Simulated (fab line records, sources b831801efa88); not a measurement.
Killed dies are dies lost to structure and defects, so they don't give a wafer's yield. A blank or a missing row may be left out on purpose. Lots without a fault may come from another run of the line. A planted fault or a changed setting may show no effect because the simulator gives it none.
A struck lot beside a sound one | flow sky130 | 43 steps out of a route of 708
Sound: wafers L987.1, L987.3, L987.6. Struck: wafers L990.4, L990.5, L990.6. The cause comes at the end.
At each step with rows: each side's tool, then ch and its chambers, then its first start. Under that, the readings that differ: sound wafers | struck wafers | difference of the means | sigmas: that difference in standard deviations of wafers without a fault.
alike: readings whose means differ by less than 2 such deviations, and words and numbers that are the same on both sides. not compared: withheld readings, readings that some wafer has no value for, bounds like >300 that may hide the same value, and numbers for which the record gives no deviation and whose values overlap.
The two part at a step that has a row with sigmas, a row that says differs or no value, or rows on one side only. Numbers that don't overlap but have no deviation are shown without sigmas and don't part them. A reading that every wafer of one side lacks parts them only if that side has two wafers or more.

SKY_FIELD_ISO_THK_MEAS_04:
  sound on film_metro-04, day 2 11:24; struck on film_metro-04, day 3 02:44
  alike: FIELD_ISO_CVD_03_THK
then, 8 steps without rows for these wafers: SKY_FIELD_ISO_DEHYDRATE_05 (time 60 s); SKY_FIELD_ISO_HMDS_06 (prime time 60 s); SKY_FIELD_ISO_COAT_07 (resist thk 60 nm); SKY_FIELD_ISO_COAT_08 (resist thk 450 nm); SKY_FIELD_ISO_SOFTBAKE_09 (time 90 s); SKY_FIELD_ISO_EXPOSE_10 (exposes mask FOM, target cd 150 nm); SKY_FIELD_ISO_PEB_11; SKY_FIELD_ISO_DEVELOP_12 (develop time 60 s).
SKY_FIELD_ISO_CD_MEAS_13: target cd 150 nm.
  sound on cd_sem-01, day 3 01:56; struck on cd_sem-02, day 3 18:12
  alike: cd_nm
SKY_FIELD_ISO_ETCH_14: etches BARC in N2/H2, stops on SiO2, time 45.9 s, target depth 60 nm.
  sound on rie_diel-01 ch 2,3, day 3 02:03; struck on rie_diel-03 ch 1,2,3, day 3 18:16
  alike: drypump_motor_current_A, oes_product_au, throttle_valve_pct
  not compared: rf_hours_counter_h
SKY_FIELD_ISO_ETCH_15: etches the open film in CHF3/O2, stops on Si, target depth 180 nm, time 72 s.
  sound on rie_diel-01 ch 2,3, day 3 02:05; struck on rie_diel-03 ch 1,2,3, day 3 18:19
  alike: drypump_motor_current_A, oes_product_au, throttle_valve_pct
  not compared: rf_hours_counter_h
SKY_FIELD_ISO_STRIP_16: strips in O2/N2.
  sound on plasma_asher-03 ch 1, day 3 02:09; struck on plasma_asher-02 ch 0,1, day 3 18:24
  alike: drypump_motor_current_A, oes_product_au, strip_time_to_endpoint_s
  not compared: rf_hours_counter_h
SKY_FIELD_ISO_ETCH_17: etches Si in HBr/Cl2/O2, target depth 342 nm, time 97.7 s.
  sound on rie_si-01 ch 0,2, day 3 02:15; struck on rie_si-01 ch 0,2,3, day 3 18:28
  alike: HBr_flow_sccm, drypump_motor_current_A, oes_product_au, throttle_valve_pct
  not compared: rf_hours_counter_h
then, 5 steps without rows for these wafers: SKY_FIELD_ISO_WET_ETCH_18 (etches Si3N4 in H3PO4, target depth 25 nm, time 286 s); SKY_FIELD_ISO_CLEAN_19 (cleans in SC1/SC2, time 150 s); SKY_FIELD_ISO_CLEAN_20 (cleans in dHF, time 20 s); SKY_FIELD_ISO_WET_ETCH_21 (etches SiO2 in dHF, target depth 20 nm, time 400 s); SKY_FIELD_ISO_OXIDATION_22 (stabilise 600 s, purge 300 s, target thk 10 nm).
SKY_FIELD_ISO_THK_MEAS_23:
  sound on film_metro-02, day 3 04:53; struck on film_metro-02, day 3 20:05
  alike: FIELD_ISO_OXIDATION_01_THK
then, 1 step without rows for these wafers: SKY_FIELD_ISO_CVD_24 (deposits SiO2, target thk 595 nm, time 99.2 s).
SKY_FIELD_ISO_THK_MEAS_25:
  sound on film_metro-04, day 3 05:01; struck on film_metro-04, day 3 20:13
  alike: FIELD_ISO_CVD_24_THK
then, 1 step without rows for these wafers: SKY_FIELD_ISO_ANNEAL_26 (time 1800 s).
SKY_FIELD_ISO_CMP_27: polishes, stops on Si3N4, t overpolish 16 s, target thk 457.8 nm.
  sound on cmp-02 ch 1,2, day 3 07:46; struck on cmp-02 ch 0,3, day 3 21:47
  alike: motor_current_A, overpolish_run_s, time_to_endpoint_s
then, 5 steps without rows for these wafers: SKY_FIELD_ISO_WET_ETCH_28 (etches SiO2 in dHF, target depth 23.7 nm, time 47 s); SKY_FIELD_ISO_WET_ETCH_29 (etches Si3N4 in H3PO4, target depth 160 nm, time 1825 s); SKY_FIELD_ISO_WET_ETCH_30 (etches SiO2 in dHF, target depth 25 nm, time 50 s); SKY_NWELL_CLEAN_00 (cleans in SC1/SC2, time 150 s); SKY_NWELL_OXIDATION_01 (stabilise 600 s, purge 300 s, target thk 10 nm).
SKY_NWELL_THK_MEAS_02:
  sound on film_metro-01, day 3 10:31; struck on film_metro-04, day 4 00:40
  alike: NWELL_OXIDATION_THK
then, 8 steps without rows for these wafers: SKY_DNWELL_DEHYDRATE_00 (time 60 s); SKY_DNWELL_HMDS_01 (prime time 60 s); SKY_DNWELL_COAT_02 (resist thk 3000 nm); SKY_DNWELL_SOFTBAKE_03; SKY_DNWELL_EXPOSE_04 (exposes mask DNM, target cd 3000 nm); SKY_DNWELL_PEB_05; SKY_DNWELL_DEVELOP_06 (develop time 60 s); SKY_DNWELL_IMPLANT_07.
SKY_DNWELL_STRIP_08: strips in O2/N2.
  sound on plasma_asher-01 ch 1, day 4 03:26; struck on plasma_asher-01 ch 0,1, day 4 17:38
  alike: drypump_motor_current_A, oes_product_au, strip_time_to_endpoint_s
  not compared: rf_hours_counter_h
SKY_DNWELL_TW_MEAS_09:
  sound on film_metro-01, day 4 03:32; struck on film_metro-01, day 4 17:44
  alike: DNWELL_TW
then, 2 steps without rows for these wafers: SKY_PWDE_DEHYDRATE_00 (time 60 s); SKY_PWDE_HMDS_01 (prime time 60 s).
-- the record jumps here: 43 days lie between the struck wafers' starts before and after (it left off in module PWDE and takes up again in module PAD_OPEN, whose first step shown is number 708 of the route) --
SKY_PAD_OPEN_PROBE_99:
  sound on prober-01, day 47 04:57; struck on prober-01, day 47 15:05
  reading             | sound    | struck   | difference | sigmas
  killed_at_M0_to_M3  | 59 47 53 | 37 35 33 | -18        | -2
  killed_at_front_end | 12 9 12  | 47 47 63 | +41        | +8
  alike: killed_at_M4_up, killed_at_contacts, killed_at_other, killed_dies, killed_open, killed_short

WHERE THEY PART
Only at SKY_PAD_OPEN_PROBE_99, within this record.

WHY: what the simulator had put in
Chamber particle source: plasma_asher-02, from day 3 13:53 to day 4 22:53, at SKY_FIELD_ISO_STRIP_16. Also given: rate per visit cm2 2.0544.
